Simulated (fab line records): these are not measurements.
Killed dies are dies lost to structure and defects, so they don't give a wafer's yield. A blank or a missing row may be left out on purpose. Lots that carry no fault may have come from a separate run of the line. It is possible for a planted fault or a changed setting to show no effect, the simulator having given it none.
A struck lot beside a sound one ; flow sky130 ; 16 out of 708 route steps
Sound: wafers L411.1, L411.3, L411.4. Wafers L416.1, L416.3, L416.5 were the ones struck. The cause is given at the end.
Order at every step that has rows: each side's tool, ch and its chambers, its first start. Under that, the readings that differ: sound wafers ; struck wafers ; difference of the means ; sigmas: that difference in standard deviations of wafers without a fault.
alike: readings whose means differ by less than 2 such deviations, and words and numbers that are the same on both sides. not compared: withheld readings, readings that some wafer has no value for, bounds like >300 that may hide the same value, and numbers for which the record gives no deviation and whose values overlap.
A row with sigmas, a row that says differs or no value, or rows on one side alone: a step with any of these is where the two part. When numbers do not overlap yet have no deviation, they are printed without sigmas and do not part them. Lack of a reading on every wafer of one side parts them only where that side has two or more wafers.

SKY_VT_ADJUST_HVTP_OVL_MEAS_08:
  sound: overlay-02 at day 6 20:47; struck: overlay-01 at day 8 08:03
  alike: VT_ADJUST_HVTP_OVL
then, 1 step without rows for these wafers: SKY_VT_ADJUST_HVTP_IMPLANT_09.
SKY_VT_ADJUST_HVTP_STRIP_10: strips in O2/N2.
  sound on plasma-asher-02 ch 0,1, day 6 20:58; struck on plasma-asher-01 ch 0,1, day 8 08:14
reading;sound;struck;difference;sigmas
strip-time-to-endpoint-s (s);14.18 14.19 14.18;14.06 14.08 14.11;-0.10;-2
  alike: drypump-motor-current-A, oes-product-au
  not compared: rf-hours-counter-h
SKY_VT_ADJUST_HVTP_TW_MEAS_11:
  sound: film-metro-02 at day 6 21:04; struck: film-metro-02 at day 8 08:20
  alike: VT_ADJUST_HVTP_TW
then, 7 steps without rows for these wafers: SKY_VT_ADJUST_LVTN_DEHYDRATE_00 (time 60 s); SKY_VT_ADJUST_LVTN_HMDS_01 (prime time 60 s); SKY_VT_ADJUST_LVTN_COAT_02 (resist thk 3000 nm); SKY_VT_ADJUST_LVTN_SOFTBAKE_03; SKY_VT_ADJUST_LVTN_EXPOSE_04 (exposes mask NWM COMPLEMENT LESS NATIVE, target cd 840 nm); SKY_VT_ADJUST_LVTN_PEB_05; SKY_VT_ADJUST_LVTN_DEVELOP_06 (develop time 60 s).
SKY_VT_ADJUST_LVTN_OVL_MEAS_07:
  sound: overlay-02 at day 7 17:05; struck: overlay-01 at day 9 04:32
  alike: VT_ADJUST_LVTN_OVL
SKY_VT_ADJUST_LVTN_IMPLANT_08:
  sound on implanter-04 ch 0, day 7 17:07; struck on implanter-04 ch 0, day 9 04:35
reading;sound;struck;difference;sigmas
implant-ion-amu;11 11 11;31 31 31;+20;
model.implant.rp-nm (nm);96.77 96.77 96.77;37.63 37.63 37.63;-59.14;
model.implant.drp-nm (nm);42.97 42.97 42.97;16.56 16.56 16.56;-26.41;
  alike: end-station-pressure-torr, faraday-current-uA
SKY_VT_ADJUST_LVTN_STRIP_09: strips in O2/N2.
  sound on plasma-asher-01 ch 0,1, day 7 17:16; struck on plasma-asher-04 ch 0,1, day 9 04:44
reading;sound;struck;difference;sigmas
drypump-motor-current-A (A);5.1 5.1 5.8;6.3 5.9 6.2;+0.8;+2
  alike: oes-product-au, strip-time-to-endpoint-s
  not compared: rf-hours-counter-h
SKY_VT_ADJUST_LVTN_TW_MEAS_10:
  sound: film-metro-02 at day 7 17:22; struck: film-metro-04 at day 9 04:50
reading;sound;struck;difference;sigmas
VT_ADJUST_LVTN_TW;237.1 235.2 235.2;460.6 462.7 464.7;+226.8;+78
then, 1 step without rows for these wafers: SKY_VT_ADJUST_LVTN_DEHYDRATE_11 (time 60 s).

## WHERE THEY PART
Earliest at SKY_VT_ADJUST_HVTP_STRIP_10; latest, in this record, at SKY_VT_ADJUST_LVTN_TW_MEAS_10.

WHY: the cause the simulator had injected
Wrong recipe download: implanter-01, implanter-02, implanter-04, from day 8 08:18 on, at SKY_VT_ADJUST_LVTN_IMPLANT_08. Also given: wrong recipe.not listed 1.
